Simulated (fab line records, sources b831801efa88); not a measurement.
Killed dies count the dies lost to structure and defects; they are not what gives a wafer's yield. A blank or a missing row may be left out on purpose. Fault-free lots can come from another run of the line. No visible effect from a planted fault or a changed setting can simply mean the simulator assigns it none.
The tool behind it: which one? ; flow sky130 ; 13 lots with 39 wafers sampled at 2 steps, on a route of 708 steps

== WHAT THE GAUGES SHOWED, per wafer ==
SKY_VIA4_OVL_MEAS_11.
lot;measured;on;VIA4_OVL (nm)
L226;day 42 23:11;overlay-02;-0.2 -0.2 1.0
L234;day 45 06:29;overlay-01;1.1 1.1 0.8
L235;day 45 08:14;overlay-02;0.9 2.3 1.7
L236;day 45 22:41;overlay-02;0.7 0.4 -1.0
L238;day 46 11:32;overlay-01;0.3 -1.5 -0.5
L239;day 46 12:44;overlay-01;-0.9 0.8 0.1
L240;day 47 14:50;overlay-01;1.5 0.3 1.0
L244;day 47 22:08;overlay-02;0.5 -2.4 0.6
L245;day 47 22:26;overlay-02;0.3 0.3 0.7
L246;day 48 02:38;overlay-01;0.1 -0.2 -1.5
L247;day 48 05:32;overlay-01;-2.0 -1.6 -1.0
L248;day 48 15:59;overlay-02;-3.1 -1.7 -0.7
L249;day 48 20:41;overlay-01;0.5 -0.1 -0.1

== WHAT TOOL EACH LOT RAN ON (gives the tool, then ch and the chambers of the sampled wafers, and finally the start) ==
lot;SKY_VIA4_CMP_02
L226;cmp-01 ch 0,1,2, day 42 00:44
L234;cmp-01 ch 0,1, day 44 08:59
L235;cmp-01 ch 0,2,3, day 44 10:12
L236;cmp-02 ch 0,1,2, day 45 01:17
L238;cmp-01 ch 0,2,3, day 45 15:17
L239;cmp-02 ch 0,2,3, day 45 16:13
L240;cmp-02 ch 1,2, day 46 18:41
L244;cmp-01 ch 0,1,3, day 47 01:41
L245;cmp-01 ch 1,2, day 47 02:02
L246;cmp-01 ch 0,2,3, day 47 06:48
L247;cmp-02 ch 0,1,2, day 47 09:38
L248;cmp-01 ch 0,1,2, day 47 20:55
L249;cmp-01 ch 0,2, day 48 02:28
- SKY_VIA4_CMP_02: polishes SiO2.

== AS READ BY THE TOOLS THEMSELVES (means over the sampled wafers that have a number; for cases with no such wafer, the mark the record gives instead) ==
SKY_VIA4_CMP_02.
lot;tool;motor_current_A (A)
L226;cmp-01;11.2
L234;cmp-01;11.2
L235;cmp-01;10.4
L236;cmp-02;11.8
L238;cmp-01;10.4
L239;cmp-02;11.1
L240;cmp-02;12.3
L244;cmp-01;10.5
L245;cmp-01;11.4
L246;cmp-01;10.0
L247;cmp-02;11.7
L248;cmp-01;11.0
L249;cmp-01;10.7

== THE ANSWER, worked out from the rows above alone ==
Rule: what is usual is taken from the lots themselves. The widest of any qualifying gaps counts: lots, ordered by their means at a reading, are off when they make up no more than a third of the lots, leave a main group of 4 or more, and stand apart from it by 3 or more times the standard deviation of that group's means. A main group is skipped when, at the precision printed for the reading in the tables above, its means are all equal. Also off: a lot with no number at a reading for which 4 or more lots have one. Any other lot the step has rows for is counted as sound. First the gauges in route order, then the tools' own readings, where a lot's mean is used as printed above. The first step at which some lot is off is used, and at that step the reading that is off furthest; a lot without a number counts as furthest.
Across all readings shown, no lot is off: no conclusion can be drawn from this.

== WHAT HAD BEEN PUT IN BY THE SIMULATOR ==
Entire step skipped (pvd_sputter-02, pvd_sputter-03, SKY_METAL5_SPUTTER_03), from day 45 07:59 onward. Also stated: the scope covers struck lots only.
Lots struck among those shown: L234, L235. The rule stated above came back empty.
